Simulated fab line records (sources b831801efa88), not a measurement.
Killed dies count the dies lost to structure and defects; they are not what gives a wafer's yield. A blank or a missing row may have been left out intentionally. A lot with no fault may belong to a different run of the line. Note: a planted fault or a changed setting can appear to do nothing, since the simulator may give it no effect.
Chamber matching :: flow gf180mcu :: rie_diel-02 running GF_SAB_ETCH_11: 4 sister chambers
The step etches SiO2 in C4F8/O2/Ar, target depth 55 nm, time 8.5 s. 4 wafers are shown with their chamber, then 7 later ones without.

## EACH WAFER AND ITS CHAMBER
wafer: L907.3
chamber: 0
oes_product_au (a.u.): 0.990

wafer: L911.5
chamber: 3
oes_product_au (a.u.): 1.001

wafer: L912.1
chamber: 2
oes_product_au (a.u.): 1.011

wafer: L912.4
chamber: 1
oes_product_au (a.u.): 0.990

## WAFERS WITH NO CHAMBER GIVEN
wafer: L912.5
oes_product_au (a.u.): 0.970

wafer: L916.1
oes_product_au (a.u.): 0.996

wafer: L916.2
oes_product_au (a.u.): 0.987

wafer: L916.5
oes_product_au (a.u.): 0.989

wafer: L922.1
oes_product_au (a.u.): 0.992

wafer: L922.3
oes_product_au (a.u.): 0.989

wafer: L922.4
oes_product_au (a.u.): 0.992

## WHICH CHAMBER EACH ONE RAN IN
wafer: L912.5
from the rows above: can't be placed: 0 or 1 or 3
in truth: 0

wafer: L916.1
from the rows above: can't be placed: 3 or 0 or 1 or 2
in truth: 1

wafer: L916.2
from the rows above: can't be placed: 0 or 1 or 3
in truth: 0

wafer: L916.5
from the rows above: can't be placed: 0 or 1 or 3
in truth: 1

wafer: L922.1
from the rows above: can't be placed: 0 or 1 or 3
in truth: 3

wafer: L922.3
from the rows above: can't be placed: 0 or 1 or 3
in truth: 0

wafer: L922.4
from the rows above: can't be placed: 0 or 1 or 3
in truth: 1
Placed correctly: 0 of 7. Not placeable from these rows: 7 (in 7, the candidates include the true chamber). Number placed wrongly: 0.
How it was worked out, from the rows above alone: a wafer's distance from a chamber is the root of the sum, over the readings, of the square of ((its reading less the chamber's mean) divided by the reading's scatter). If the next closest chamber is less than 2 further off than the closest, the wafer can't be placed; otherwise it belongs to the closest. Each chamber's mean is taken over the wafers shown for it. The scatter (one wafer shown for each chamber): square how far every hidden wafer sits from the nearest shown wafer, average those squares and take the square root.
